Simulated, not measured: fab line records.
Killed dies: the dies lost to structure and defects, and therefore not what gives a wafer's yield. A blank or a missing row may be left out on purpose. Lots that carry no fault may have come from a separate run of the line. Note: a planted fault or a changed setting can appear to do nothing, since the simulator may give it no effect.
Which tool did it? | flow sky130 | 10 lots with 30 wafers sampled at 4 steps, on a route of 708 steps

== WHAT THE GAUGES READ, wafer by wafer ==
SKY_VIA3_RS_MEAS_22: a four-point-probe measurement.
lot  | measured     | on            | VIA3_W_RS (ohm/sq)
L484 | day 40 16:13 | film-metro-02 | 0.296 0.294 0.294
L488 | day 41 18:25 | film-metro-03 | 1.058 0.295 1.070
L489 | day 42 01:52 | film-metro-01 | 0.286 0.293 0.287
L491 | day 42 14:26 | film-metro-02 | 1.010 0.295 1.028
L499 | day 44 12:50 | film-metro-01 | 0.283 0.292 0.293
L500 | day 44 17:56 | film-metro-03 | 0.296 0.293 0.292
L501 | day 45 01:43 | film-metro-01 | 0.285 0.290 0.288
L502 | day 45 09:22 | film-metro-02 | 0.294 0.293 0.295
L503 | day 45 16:41 | film-metro-03 | 0.298 0.297 0.297
L504 | day 45 22:16 | film-metro-01 | 0.287 0.294 0.285

== EACH LOT AND THE TOOL THAT RAN IT (in order: tool; ch and the chambers of the sampled wafers; start) ==
lot  | SKY_CAPM_SPUTTER_02          | SKY_CAPM_METAL_ETCH_13            | SKY_VIA3_CVD_21
L484 | pvd-sputter-03, day 37 12:17 | rie-metal-03 ch 0,1, day 38 13:11 | cvd-w-02 ch 0,1, day 40 16:05
L488 | pvd-sputter-02, day 38 14:38 | rie-metal-03 ch 0, day 39 15:09   | cvd-w-02 ch 0,1, day 41 18:17
L489 | pvd-sputter-01, day 38 22:18 | rie-metal-03 ch 0,1, day 39 21:56 | cvd-w-01 ch 0,1, day 42 01:45
L491 | pvd-sputter-01, day 39 10:56 | rie-metal-03 ch 0,1, day 40 11:26 | cvd-w-02 ch 0, day 42 14:11
L499 | pvd-sputter-01, day 41 11:01 | rie-metal-03 ch 0,1, day 42 10:36 | cvd-w-01 ch 0,1, day 44 12:42
L500 | pvd-sputter-01, day 41 17:05 | rie-metal-04 ch 0,1, day 42 16:36 | cvd-w-02 ch 0,1, day 44 17:49
L501 | pvd-sputter-03, day 42 03:08 | rie-metal-04 ch 0,1, day 43 01:53 | cvd-w-01 ch 0,1, day 45 01:34
L502 | pvd-sputter-03, day 42 08:36 | rie-metal-03 ch 0,1, day 43 08:29 | cvd-w-02 ch 0,1, day 45 09:13
L503 | pvd-sputter-02, day 42 16:35 | rie-metal-04 ch 0,1, day 43 15:45 | cvd-w-02 ch 0,1, day 45 16:34
L504 | pvd-sputter-03, day 43 00:01 | rie-metal-02 ch 0,1, day 43 22:38 | cvd-w-01 ch 0,1, day 45 22:07
- SKY_CAPM_SPUTTER_02: material TiN, target thk 200 nm, time 166.7 s.
- SKY_CAPM_METAL_ETCH_13: etches TiN in Cl2/BCl3, stops on SiO2, target depth 220 nm, time 62.9 s.
- SKY_VIA3_CVD_21: deposits W, target thk 390 nm, time 117.31 s.

== THE ANSWER, worked out from the rows above alone ==
Rule: the usual values come from the lots themselves. Put in order of their means at a reading, lots are off if they are a third of the lots or fewer, leave a main group of 4 or more, and stand apart from it by a gap of 3 or more times the standard deviation of the main group's means; of several such gaps the widest counts. A main group whose means are all the same, to the digits that the tables above print for the reading, isn't used. Also off: a lot with no number at a reading for which 4 or more lots have one. Where the step has rows for the other lots, those lots are counted as sound.
Off: L488, L491, seen at SKY_VIA3_RS_MEAS_22 (VIA3_W_RS). Mean 0.292 ohm/sq and standard deviation 0.0034 in the main group.
A tool fits if, at a process step before that reading, it ran every lot that is off, and no sound lot after the first of them. The gauges at SKY_VIA3_RS_MEAS_22 are tried like those tools. Of those tried, none fits.

== WHAT THE SIMULATOR HAD PUT IN ==
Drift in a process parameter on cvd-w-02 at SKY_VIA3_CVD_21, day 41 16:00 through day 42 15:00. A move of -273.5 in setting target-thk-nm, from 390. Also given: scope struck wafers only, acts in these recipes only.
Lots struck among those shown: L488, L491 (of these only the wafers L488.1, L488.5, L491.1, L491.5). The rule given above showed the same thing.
